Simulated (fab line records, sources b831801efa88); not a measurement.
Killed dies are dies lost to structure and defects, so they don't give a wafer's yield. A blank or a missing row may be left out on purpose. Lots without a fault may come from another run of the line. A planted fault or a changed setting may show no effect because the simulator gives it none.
Which tool did it? | flow gf180mcu | 11 lots, 33 wafers sampled, at 6 steps of a route of 602

WHAT THE GAUGES READ, wafer by wafer
GF_V5_THK_MEAS_25: measures by xrf.
lot  | measured     | on            | V5_W_THK (nm)
L974 | day 27 19:20 | film_metro-02 | 348 348 353
L975 | day 28 07:03 | film_metro-02 | 347 349 346
L978 | day 29 04:35 | film_metro-02 | 342 340 344
L979 | day 29 11:14 | film_metro-04 | 351 349 352
L980 | day 30 02:08 | film_metro-03 | 355 357 357
L981 | day 30 17:53 | film_metro-04 | 350 347 351
L984 | day 31 03:10 | film_metro-02 | 344 346 345
L991 | day 32 16:52 | film_metro-04 | 348 342 345
L992 | day 32 23:11 | film_metro-02 | 352 348 352
L993 | day 33 05:52 | film_metro-04 | 348 345 347
L994 | day 33 11:17 | film_metro-03 | 352 350 348

GF_TOP_METAL_RS_MEAS_05: measures by four-point-probe.
lot  | measured     | on            | TOP_METAL_ALCU_RS (ohm/sq)
L974 | day 27 19:55 | film_metro-04 | 0.0329 0.0332 0.0332
L975 | day 28 07:38 | film_metro-02 | 0.0335 0.0331 0.0333
L978 | day 29 05:11 | film_metro-04 | 0.0330 0.0332 0.0331
L979 | day 29 11:50 | film_metro-01 | 0.0324 0.0323 0.0330
L980 | day 30 02:44 | film_metro-02 | 0.0328 0.0334 0.0332
L981 | day 30 18:28 | film_metro-04 | 0.0325 0.0569 0.0330 0.0326 0.0568 0.0330
L984 | day 31 03:46 | film_metro-04 | 0.0324 0.0576 0.0323 0.0324 0.0576 0.0323
L991 | day 32 17:26 | film_metro-01 | 0.0332 0.0333 0.0335
L992 | day 32 23:46 | film_metro-04 | 0.0330 0.0327 0.0335
L993 | day 33 06:26 | film_metro-04 | 0.0334 0.0330 0.0332
L994 | day 33 11:55 | film_metro-01 | 0.0331 0.0335 0.0330

GF_TOP_METAL_THK_MEAS_06: measures by xrf.
lot  | measured     | on            | TOP_METAL_ALCU_THK (nm)
L974 | day 27 20:02 | film_metro-04 | 903 897 894
L975 | day 28 07:45 | film_metro-02 | 894 903 897
L978 | day 29 05:17 | film_metro-04 | 902 894 899
L979 | day 29 11:56 | film_metro-01 | 920 927 904
L980 | day 30 02:51 | film_metro-02 | 912 901 898
L981 | day 30 21:08 | film_metro-04 | 909 524 890 908 524 899
L984 | day 31 05:44 | film_metro-04 | 913 515 918 918 516 916
L991 | day 32 17:34 | film_metro-01 | 896 900 889
L992 | day 32 23:53 | film_metro-04 | 893 906 887
L993 | day 33 06:34 | film_metro-04 | 895 901 903
L994 | day 33 12:02 | film_metro-01 | 900 891 903

WHICH TOOL RAN EACH LOT (tool, then ch and the chambers of the sampled wafers, then the start)
lot  | GF_MIM_SPUTTER_01            | GF_V5_ETCH_16                      | GF_TOP_METAL_SPUTTER_02
L974 | pvd_sputter-02, day 25 02:58 | rie_diel-03 ch 1,2,3, day 27 18:19 | pvd_sputter-01, day 27 19:50
L975 | pvd_sputter-04, day 25 15:12 | rie_diel-03 ch 0,1,3, day 28 06:01 | pvd_sputter-02, day 28 07:32
L978 | pvd_sputter-04, day 26 13:59 | rie_diel-03 ch 1,2, day 29 03:31   | pvd_sputter-01, day 29 05:04
L979 | pvd_sputter-02, day 26 21:45 | rie_diel-03 ch 1,2,3, day 29 10:10 | pvd_sputter-01, day 29 11:41
L980 | pvd_sputter-03, day 27 13:29 | rie_diel-01 ch 0,1, day 30 01:07   | pvd_sputter-02, day 30 02:38
L981 | pvd_sputter-04, day 28 07:08 | rie_diel-03 ch 2,3, day 30 16:31   | pvd_sputter-01, day 30 18:22
L984 | pvd_sputter-02, day 28 16:14 | rie_diel-01 ch 1,3, day 31 02:00   | pvd_sputter-01, day 31 03:38
L991 | pvd_sputter-02, day 30 08:58 | rie_diel-02 ch 0,3, day 32 15:48   | pvd_sputter-02, day 32 17:21
L992 | pvd_sputter-02, day 30 16:26 | rie_diel-01 ch 0,1,3, day 32 22:06 | pvd_sputter-02, day 32 23:41
L993 | pvd_sputter-03, day 30 23:38 | rie_diel-01 ch 1,2,3, day 33 04:49 | pvd_sputter-03, day 33 06:22
L994 | pvd_sputter-03, day 31 06:29 | rie_diel-01 ch 1,2,3, day 33 10:13 | pvd_sputter-02, day 33 11:49
- GF_MIM_SPUTTER_01: material TiN, target thk 30 nm, time 25 s.
- GF_V5_ETCH_16: etches BARC in N2/H2.
- GF_TOP_METAL_SPUTTER_02: material AlCu, target thk 900 nm, time 47.82 s.

WHAT THE TOOLS THEMSELVES READ (means of the sampled wafers that have a number; where no wafer has one, the mark that the record gives instead)
GF_MIM_SPUTTER_01.
lot  | tool           | cathode_dc_power_W (W) | throttle_valve_pct (%)
L974 | pvd_sputter-02 | 6500.5                 | 30.4
L975 | pvd_sputter-04 | 6499.9                 | 30.2
L978 | pvd_sputter-04 | 6499.7                 | 30.1
L979 | pvd_sputter-02 | 6499.9                 | 30.2
L980 | pvd_sputter-03 | 6500.5                 | 29.4
L981 | pvd_sputter-04 | 6500.8                 | 30.4
L984 | pvd_sputter-02 | 6501.1                 | 29.6
L991 | pvd_sputter-02 | 6499.1                 | 30.3
L992 | pvd_sputter-02 | 6499.2                 | 29.9
L993 | pvd_sputter-03 | 6500.1                 | 29.1
L994 | pvd_sputter-03 | 6500.5                 | 29.4

GF_V5_ETCH_16.
lot  | tool        | drypump_motor_current_A (A) | oes_product_au (a.u.) | throttle_valve_pct (%)
L974 | rie_diel-03 | 5.5                         | 0.857                 | 13.219
L975 | rie_diel-03 | 5.8                         | 0.858                 | 13.216
L978 | rie_diel-03 | 5.6                         | 0.855                 | 13.222
L979 | rie_diel-03 | 5.5                         | 0.860                 | 13.224
L980 | rie_diel-01 | 6.3                         | 0.853                 | 13.221
L981 | rie_diel-03 | 5.5                         | 0.858                 | 13.229
L984 | rie_diel-01 | 6.4                         | 0.856                 | 13.216
L991 | rie_diel-02 | 5.4                         | 0.856                 | 13.229
L992 | rie_diel-01 | 6.2                         | 0.855                 | 13.224
L993 | rie_diel-01 | 6.4                         | 0.856                 | 13.215
L994 | rie_diel-01 | 6.4                         | 0.856                 | 13.233

GF_TOP_METAL_SPUTTER_02.
lot  | tool           | cathode_dc_power_W (W) | throttle_valve_pct (%)
L974 | pvd_sputter-01 | 10601                  | 29.6
L975 | pvd_sputter-02 | 10601                  | 29.8
L978 | pvd_sputter-01 | 10600                  | 29.8
L979 | pvd_sputter-01 | 10601                  | 28.6
L980 | pvd_sputter-02 | 10601                  | 30.3
L981 | pvd_sputter-01 | 10599                  | 28.8
L984 | pvd_sputter-01 | 10598                  | 28.3
L991 | pvd_sputter-02 | 10600                  | 30.0
L992 | pvd_sputter-02 | 10600                  | 29.1
L993 | pvd_sputter-03 | 10600                  | 29.3
L994 | pvd_sputter-02 | 10601                  | 29.7

THE ANSWER, worked out from the rows above alone
Rule: what is usual is taken from the lots themselves. Put in order of their means at a reading, lots are off if they are a third of the lots or fewer, leave a main group of 4 or more, and stand apart from it by a gap of 3 or more times the standard deviation of the main group's means; of several such gaps the widest counts. A main group whose means are all the same, to the digits that the tables above print for the reading, isn't used. A lot without any number at a reading at which 4 lots or more have one is off too. The other lots that the step has rows for count as sound. The gauges are gone through in route order, then the tools' own readings, and for those a lot's mean is taken as printed above. The first step at which some lot is off is used, and at that step the reading that is off furthest; a lot without a number counts as furthest.
Off: L981, L984, at GF_TOP_METAL_RS_MEAS_05 (TOP_METAL_ALCU_RS). The main group: mean 0.0331 ohm/sq, standard deviation 0.00021.
A tool fits if, at a process step before that reading, it ran every lot that is off, and no sound lot after the first of them. The gauges at GF_TOP_METAL_RS_MEAS_05 are tried like those tools. One fits: pvd_sputter-01 at GF_TOP_METAL_SPUTTER_02. Its last sound lot is L979 (day 29 11:41), its first lot that is off L981 (day 30 18:22): a fault that began between those two fits.

WHAT THE SIMULATOR HAD PUT IN
Process parameter drift: pvd_sputter-01, from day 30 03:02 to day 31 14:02, at GF_TOP_METAL_SPUTTER_02. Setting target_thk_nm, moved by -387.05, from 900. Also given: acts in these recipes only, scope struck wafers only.
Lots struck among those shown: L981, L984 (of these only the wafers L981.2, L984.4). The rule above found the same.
